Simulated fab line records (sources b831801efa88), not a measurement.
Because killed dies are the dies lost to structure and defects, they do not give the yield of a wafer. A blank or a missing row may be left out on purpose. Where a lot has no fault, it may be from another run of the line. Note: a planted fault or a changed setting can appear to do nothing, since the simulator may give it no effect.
Which tool did it? :: flow gf180mcu :: 11 lots, 33 wafers sampled, at 5 steps of a route of 602

== WHAT EACH GAUGE READ, for each wafer ==
GF_PASSIVATION_THK_MEAS_01.
lot: L613
measured: day 28 22:30
on: film-metro-01
PASSIVATION_CVD_00_THK (nm): 986 978 1006

lot: L615
measured: day 29 10:50
on: film-metro-04
PASSIVATION_CVD_00_THK (nm): 1001 983 1005

lot: L617
measured: day 30 05:52
on: film-metro-04
PASSIVATION_CVD_00_THK (nm): 991 1018 1030

lot: L618
measured: day 30 12:00
on: film-metro-04
PASSIVATION_CVD_00_THK (nm): 993 987 1004

lot: L620
measured: day 30 23:56
on: film-metro-01
PASSIVATION_CVD_00_THK (nm): 761 781 785

lot: L621
measured: day 31 08:41
on: film-metro-01
PASSIVATION_CVD_00_THK (nm): 1006 1018 1000

lot: L623
measured: day 31 12:55
on: film-metro-03
PASSIVATION_CVD_00_THK (nm): 784 807 774

lot: L624
measured: day 32 02:01
on: film-metro-04
PASSIVATION_CVD_00_THK (nm): 993 1013 1005

lot: L629
measured: day 33 05:35
on: film-metro-04
PASSIVATION_CVD_00_THK (nm): 1015 1018 1023

lot: L631
measured: day 33 14:35
on: film-metro-04
PASSIVATION_CVD_00_THK (nm): 997 1001 1020

lot: L633
measured: day 34 03:59
on: film-metro-03
PASSIVATION_CVD_00_THK (nm): 990 1008 1012

GF_PASSIVATION_THK_MEAS_03.
lot: L613
measured: day 28 22:51
on: film-metro-01
PASSIVATION_CVD_02_THK (nm): 684 697 710

lot: L615
measured: day 29 11:11
on: film-metro-04
PASSIVATION_CVD_02_THK (nm): 692 715 708

lot: L617
measured: day 30 06:13
on: film-metro-03
PASSIVATION_CVD_02_THK (nm): 704 696 712

lot: L618
measured: day 30 12:21
on: film-metro-04
PASSIVATION_CVD_02_THK (nm): 705 686 714

lot: L620
measured: day 31 00:17
on: film-metro-01
PASSIVATION_CVD_02_THK (nm): 699 705 717

lot: L621
measured: day 31 09:02
on: film-metro-04
PASSIVATION_CVD_02_THK (nm): 698 707 709

lot: L623
measured: day 31 13:16
on: film-metro-01
PASSIVATION_CVD_02_THK (nm): 694 707 704

lot: L624
measured: day 32 02:22
on: film-metro-01
PASSIVATION_CVD_02_THK (nm): 679 692 697

lot: L629
measured: day 33 05:56
on: film-metro-03
PASSIVATION_CVD_02_THK (nm): 678 705 693

lot: L631
measured: day 33 14:56
on: film-metro-04
PASSIVATION_CVD_02_THK (nm): 689 704 707

lot: L633
measured: day 34 04:28
on: film-metro-04
PASSIVATION_CVD_02_THK (nm): 678 694 699

== TOOL THAT RAN EACH LOT (tool first, then ch and the chambers of the sampled wafers, then the start) ==
lot: L613
GF_V5_STRIP_18: plasma-asher-03 ch 0,1, day 28 00:42
GF_TOP_METAL_SPUTTER_01: pvd-sputter-02, day 28 02:04
GF_PASSIVATION_CVD_00: pecvd-03 ch 0,1, day 28 22:25

lot: L615
GF_V5_STRIP_18: plasma-asher-01 ch 0,1, day 28 13:27
GF_TOP_METAL_SPUTTER_01: pvd-sputter-02, day 28 14:49
GF_PASSIVATION_CVD_00: pecvd-04 ch 0,2, day 29 10:46

lot: L617
GF_V5_STRIP_18: plasma-asher-03 ch 0,1, day 29 08:35
GF_TOP_METAL_SPUTTER_01: pvd-sputter-02, day 29 09:54
GF_PASSIVATION_CVD_00: pecvd-04 ch 0,1,2, day 30 05:46

lot: L618
GF_V5_STRIP_18: plasma-asher-01 ch 0,1, day 29 14:26
GF_TOP_METAL_SPUTTER_01: pvd-sputter-04, day 29 15:49
GF_PASSIVATION_CVD_00: pecvd-03 ch 0,2, day 30 11:55

lot: L620
GF_V5_STRIP_18: plasma-asher-01 ch 0,1, day 30 02:56
GF_TOP_METAL_SPUTTER_01: pvd-sputter-01, day 30 04:26
GF_PASSIVATION_CVD_00: pecvd-03 ch 0,2, day 30 23:52

lot: L621
GF_V5_STRIP_18: plasma-asher-01 ch 0, day 30 11:24
GF_TOP_METAL_SPUTTER_01: pvd-sputter-02, day 30 12:55
GF_PASSIVATION_CVD_00: pecvd-04 ch 1,2, day 31 08:33

lot: L623
GF_V5_STRIP_18: plasma-asher-01 ch 0,1, day 30 16:48
GF_TOP_METAL_SPUTTER_01: pvd-sputter-04, day 30 18:07
GF_PASSIVATION_CVD_00: pecvd-03 ch 1,2, day 31 12:49

lot: L624
GF_V5_STRIP_18: plasma-asher-01 ch 0,1, day 31 06:12
GF_TOP_METAL_SPUTTER_01: pvd-sputter-02, day 31 07:37
GF_PASSIVATION_CVD_00: pecvd-01 ch 0,1, day 32 01:56

lot: L629
GF_V5_STRIP_18: plasma-asher-03 ch 0,1, day 32 11:16
GF_TOP_METAL_SPUTTER_01: pvd-sputter-04, day 32 12:50
GF_PASSIVATION_CVD_00: pecvd-04 ch 0,1, day 33 05:29

lot: L631
GF_V5_STRIP_18: plasma-asher-04 ch 0,1, day 32 20:16
GF_TOP_METAL_SPUTTER_01: pvd-sputter-02, day 32 21:38
GF_PASSIVATION_CVD_00: pecvd-04 ch 0,2, day 33 14:31

lot: L633
GF_V5_STRIP_18: plasma-asher-04 ch 0,1, day 33 10:55
GF_TOP_METAL_SPUTTER_01: pvd-sputter-04, day 33 12:15
GF_PASSIVATION_CVD_00: pecvd-04 ch 0,1,2, day 34 03:55
- GF_V5_STRIP_18: strips in O2/N2.
- GF_TOP_METAL_SPUTTER_01: material TiN, target thk 30 nm, time 25 s.
- GF_PASSIVATION_CVD_00: deposits SiO2 from TEOS, target thk 1000 nm, time 111.95 s.

== AS READ BY THE TOOLS THEMSELVES (means over the sampled wafers that have a number; for cases with no such wafer, the mark the record gives instead) ==
GF_V5_STRIP_18.
lot: L613
tool: plasma-asher-03
chamber-pressure-mTorr (mTorr): 1499.4
drypump-motor-current-A (A): 5.3
heater-power-w (W): 340
oes-product-au (a.u.): 0.564

lot: L615
tool: plasma-asher-01
chamber-pressure-mTorr (mTorr): 1499.7
drypump-motor-current-A (A): 6.2
heater-power-w (W): 353
oes-product-au (a.u.): 0.566

lot: L617
tool: plasma-asher-03
chamber-pressure-mTorr (mTorr): 1501.0
drypump-motor-current-A (A): 5.3
heater-power-w (W): 334
oes-product-au (a.u.): 0.566

lot: L618
tool: plasma-asher-01
chamber-pressure-mTorr (mTorr): 1499.6
drypump-motor-current-A (A): 6.2
heater-power-w (W): 350
oes-product-au (a.u.): 0.568

lot: L620
tool: plasma-asher-01
chamber-pressure-mTorr (mTorr): 1500.4
drypump-motor-current-A (A): 6.5
heater-power-w (W): 386
oes-product-au (a.u.): 0.569

lot: L621
tool: plasma-asher-01
chamber-pressure-mTorr (mTorr): 1500.4
drypump-motor-current-A (A): 6.6
heater-power-w (W): 413
oes-product-au (a.u.): 0.568

lot: L623
tool: plasma-asher-01
chamber-pressure-mTorr (mTorr): 1500.2
drypump-motor-current-A (A): 6.2
heater-power-w (W): 349
oes-product-au (a.u.): 0.571

lot: L624
tool: plasma-asher-01
chamber-pressure-mTorr (mTorr): 1500.2
drypump-motor-current-A (A): 6.2
heater-power-w (W): 348
oes-product-au (a.u.): 0.572

lot: L629
tool: plasma-asher-03
chamber-pressure-mTorr (mTorr): 1500.3
drypump-motor-current-A (A): 5.3
heater-power-w (W): 337
oes-product-au (a.u.): 0.566

lot: L631
tool: plasma-asher-04
chamber-pressure-mTorr (mTorr): 1499.4
drypump-motor-current-A (A): 5.1
heater-power-w (W): 383
oes-product-au (a.u.): 0.565

lot: L633
tool: plasma-asher-04
chamber-pressure-mTorr (mTorr): 1500.7
drypump-motor-current-A (A): 5.1
heater-power-w (W): 391
oes-product-au (a.u.): 0.565

GF_TOP_METAL_SPUTTER_01.
lot: L613
tool: pvd-sputter-02
chamber-pressure-pa (Pa): 0.3996
throttle-valve-pct (%): 29.9

lot: L615
tool: pvd-sputter-02
chamber-pressure-pa (Pa): 0.4007
throttle-valve-pct (%): 30.1

lot: L617
tool: pvd-sputter-02
chamber-pressure-pa (Pa): 0.3994
throttle-valve-pct (%): 30.7

lot: L618
tool: pvd-sputter-04
chamber-pressure-pa (Pa): 0.4000
throttle-valve-pct (%): 28.2

lot: L620
tool: pvd-sputter-01
chamber-pressure-pa (Pa): 0.4004
throttle-valve-pct (%): 29.4

lot: L621
tool: pvd-sputter-02
chamber-pressure-pa (Pa): 0.3997
throttle-valve-pct (%): 30.7

lot: L623
tool: pvd-sputter-04
chamber-pressure-pa (Pa): 0.4006
throttle-valve-pct (%): 30.0

lot: L624
tool: pvd-sputter-02
chamber-pressure-pa (Pa): 0.4001
throttle-valve-pct (%): 28.9

lot: L629
tool: pvd-sputter-04
chamber-pressure-pa (Pa): 0.4001
throttle-valve-pct (%): 29.3

lot: L631
tool: pvd-sputter-02
chamber-pressure-pa (Pa): 0.3998
throttle-valve-pct (%): 29.0

lot: L633
tool: pvd-sputter-04
chamber-pressure-pa (Pa): 0.3989
throttle-valve-pct (%): 29.3

GF_PASSIVATION_CVD_00.
lot: L613
tool: pecvd-03
heater-power-w (W): 599
run-length-s (s): 140.0

lot: L615
tool: pecvd-04
heater-power-w (W): 715
run-length-s (s): 140.1

lot: L617
tool: pecvd-04
heater-power-w (W): 725
run-length-s (s): 139.8

lot: L618
tool: pecvd-03
heater-power-w (W): 580
run-length-s (s): 139.5

lot: L620
tool: pecvd-03
heater-power-w (W): 567
run-length-s (s): 115.0

lot: L621
tool: pecvd-04
heater-power-w (W): 668
run-length-s (s): 140.0

lot: L623
tool: pecvd-03
heater-power-w (W): 621
run-length-s (s): 115.1

lot: L624
tool: pecvd-01
heater-power-w (W): 699
run-length-s (s): 139.6

lot: L629
tool: pecvd-04
heater-power-w (W): 674
run-length-s (s): 139.8

lot: L631
tool: pecvd-04
heater-power-w (W): 746
run-length-s (s): 139.5

lot: L633
tool: pecvd-04
heater-power-w (W): 694
run-length-s (s): 139.7

== THE ANSWER, worked out from the rows above alone ==
Rule: the usual values come from the lots themselves. Put in order of their means at a reading, lots are off if they are a third of the lots or fewer, leave a main group of 4 or more, and stand apart from it by a gap of 3 or more times the standard deviation of the main group's means; of several such gaps the widest counts. A main group is skipped when, at the precision printed for the reading in the tables above, its means are all equal. A lot without any number at a reading at which 4 lots or more have one is off too. Any other lot the step has rows for is counted as sound. The gauges are gone through in route order, then the tools' own readings, and for those a lot's mean is taken as printed above. At the first step where some lot is off, the reading lying furthest off is the one used; lots without a number count as furthest.
Off: L620, L623, at GF_PASSIVATION_THK_MEAS_01 (PASSIVATION_CVD_00_THK). Mean 1004 nm and standard deviation 8.6 in the main group.
A tool fits if, at a process step before that reading, it ran every lot that is off, and no sound lot after the first of them. The gauges at GF_PASSIVATION_THK_MEAS_01 aren't tried: what is off there is off at GF_PASSIVATION_CVD_00 too, on other tools, and a gauge's error can't cause that. One candidate fits, namely pecvd-03 at GF_PASSIVATION_CVD_00. Its last sound lot is L618 (day 30 11:55), its first lot that is off L620 (day 30 23:52): a fault that began between those two fits.
On the lots that are off, the tool's own readings at GF_PASSIVATION_CVD_00 differ by more than 5 times the standard deviation of the sound lots' means, which bears it out; run-length-s reads 115.0 s there versus 139.8 s on the sound lots.

== WHAT THE SIMULATOR HAD PUT IN ==
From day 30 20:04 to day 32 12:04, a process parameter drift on pecvd-03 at GF_PASSIVATION_CVD_00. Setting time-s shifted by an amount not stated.
Lots struck among those shown: L620, L623. Same finding as the rule above.
